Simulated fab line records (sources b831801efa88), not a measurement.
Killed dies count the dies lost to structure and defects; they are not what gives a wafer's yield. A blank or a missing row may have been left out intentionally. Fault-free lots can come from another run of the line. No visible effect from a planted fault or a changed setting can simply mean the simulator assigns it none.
A lot that was struck, set against a sound lot    flow sky130    23 steps out of a route of 708
Sound: these wafers, L504.1, L504.2, L504.3. Struck: wafers L514.2, L514.3, L514.6. The cause is named last.
Each step with rows lists, per side, the tool, then ch with its chambers, then its first start. Under that, the readings that differ: sound wafers    struck wafers    difference of the means    sigmas: that difference in standard deviations of wafers without a fault.
alike: same words and numbers on both sides, and readings whose means sit less than 2 such deviations apart. not compared: any withheld reading, any reading some wafer has no value for, any bound like >300 that may hide the same value, and any number with overlapping values for which the record gives no deviation.
The two part at a step that has a row with sigmas, a row that says differs or no value, or rows on one side only. Non-overlapping numbers with no deviation appear without sigmas and do not part them. A reading missing from all wafers of one side parts the sides only when that side holds two or more wafers.

first, 5 steps without rows for these wafers: SKY_VT_ADJUST_NCORE_COAT_02 (resist thk 1140 nm); SKY_VT_ADJUST_NCORE_SOFTBAKE_03 (time 60 s); SKY_VT_ADJUST_NCORE_EXPOSE_04 (exposes mask LVTN COMPLEMENT THIN, target cd 380 nm); SKY_VT_ADJUST_NCORE_PEB_05; SKY_VT_ADJUST_NCORE_DEVELOP_06 (develop time 60 s).
SKY_VT_ADJUST_NCORE_CD_MEAS_07: target cd 380 nm.
  sound on cd sem-01, day 9 21:33; struck on cd sem-01, day 12 01:53
  alike: cd nm
SKY_VT_ADJUST_NCORE_OVL_MEAS_08:
  sound on overlay-01, day 9 21:40; struck on overlay-02, day 12 02:00
  alike: VT_ADJUST_NCORE_OVL
then, 1 step without rows for these wafers: SKY_VT_ADJUST_NCORE_IMPLANT_09.
SKY_VT_ADJUST_NCORE_STRIP_10: strips in O2/N2.
  sound on plasma asher-01 ch 0,1, day 9 21:52; struck on plasma asher-04 ch 0,1, day 12 02:11
  alike: drypump motor current A, oes product au, strip time to endpoint s
  not compared: rf hours counter h
SKY_VT_ADJUST_NCORE_TW_MEAS_11:
  sound on film metro-04, day 9 21:58; struck on film metro-03, day 12 02:17
  alike: VT_ADJUST_NCORE_TW
then, 2 steps without rows for these wafers: SKY_VT_ADJUST_HVTR_DEHYDRATE_00 (time 60 s); SKY_VT_ADJUST_HVTR_HMDS_01 (prime time 60 s).
SKY_VT_ADJUST_HVTR_COAT_02: resist thk 1140 nm.
  sound on litho track-02 ch 0, day 10 08:13; struck on litho track-03 ch 0, day 12 14:16
reading                                              sound           struck          difference  sigmas
dispense pressure kPa (kPa)                          47 47 47        58 58 58        +11         +2
model.NOVOLAK_of_VT_ADJUST_HVTR_COAT_02.thk nm (nm)  1145 1149 1144  1155 1154 1156  +9          
  alike: chill plate temp C
then, 3 steps without rows for these wafers: SKY_VT_ADJUST_HVTR_SOFTBAKE_03 (time 60 s); SKY_VT_ADJUST_HVTR_EXPOSE_04 (exposes mask HVTRM, target cd 380 nm); SKY_VT_ADJUST_HVTR_PEB_05.
SKY_VT_ADJUST_HVTR_DEVELOP_06: develop time 60 s.
  sound on litho track-02 ch 0, day 10 20:22; struck on litho track-03 ch 0, day 13 02:52
reading                                              sound           struck          difference  sigmas
model.NOVOLAK_of_VT_ADJUST_HVTR_COAT_02.thk nm (nm)  1145 1149 1144  1155 1154 1156  +9          
  alike: chill plate temp C
SKY_VT_ADJUST_HVTR_CD_MEAS_07: target cd 380 nm.
  sound on cd sem-02, day 10 20:31; struck on cd sem-01, day 13 03:01
  alike: cd nm
SKY_VT_ADJUST_HVTR_OVL_MEAS_08:
  sound on overlay-02, day 10 20:38; struck on overlay-01, day 13 03:07
  alike: VT_ADJUST_HVTR_OVL
then, 1 step without rows for these wafers: SKY_VT_ADJUST_HVTR_IMPLANT_09.
SKY_VT_ADJUST_HVTR_STRIP_10: strips in O2/N2.
  sound on plasma asher-03 ch 0,1, day 10 20:49; struck on plasma asher-02 ch 1, day 13 03:17
  alike: drypump motor current A, oes product au, strip time to endpoint s
  not compared: rf hours counter h
SKY_VT_ADJUST_HVTR_TW_MEAS_11:
  sound on film metro-03, day 10 20:55; struck on film metro-02, day 13 03:24
reading            sound              struck             difference  sigmas
VT_ADJUST_HVTR_TW  214.5 213.3 213.7  209.7 208.0 208.1  -5.2        -3
-- the record jumps here: 36 days lie between the struck wafers' starts before and after (it left off in module VT_ADJUST_HVTR and takes up again in module PAD_OPEN, whose first step shown is number 708 of the route) --
SKY_PAD_OPEN_PROBE_99:
  sound on prober-01, day 47 05:07; struck on prober-02, day 48 20:22
  alike: killed_at_M0_to_M3, killed_at_M4_up, killed at contacts, killed at front end, killed at other, killed dies, killed on rim, killed open, killed short

WHERE THEY PART
At SKY_VT_ADJUST_HVTR_COAT_02 first; at SKY_VT_ADJUST_HVTR_TW_MEAS_11 last (within this record only). Later steps at which nothing parts them and some readings are alike: SKY_PAD_OPEN_PROBE_99.

WHY: the cause the simulator had injected
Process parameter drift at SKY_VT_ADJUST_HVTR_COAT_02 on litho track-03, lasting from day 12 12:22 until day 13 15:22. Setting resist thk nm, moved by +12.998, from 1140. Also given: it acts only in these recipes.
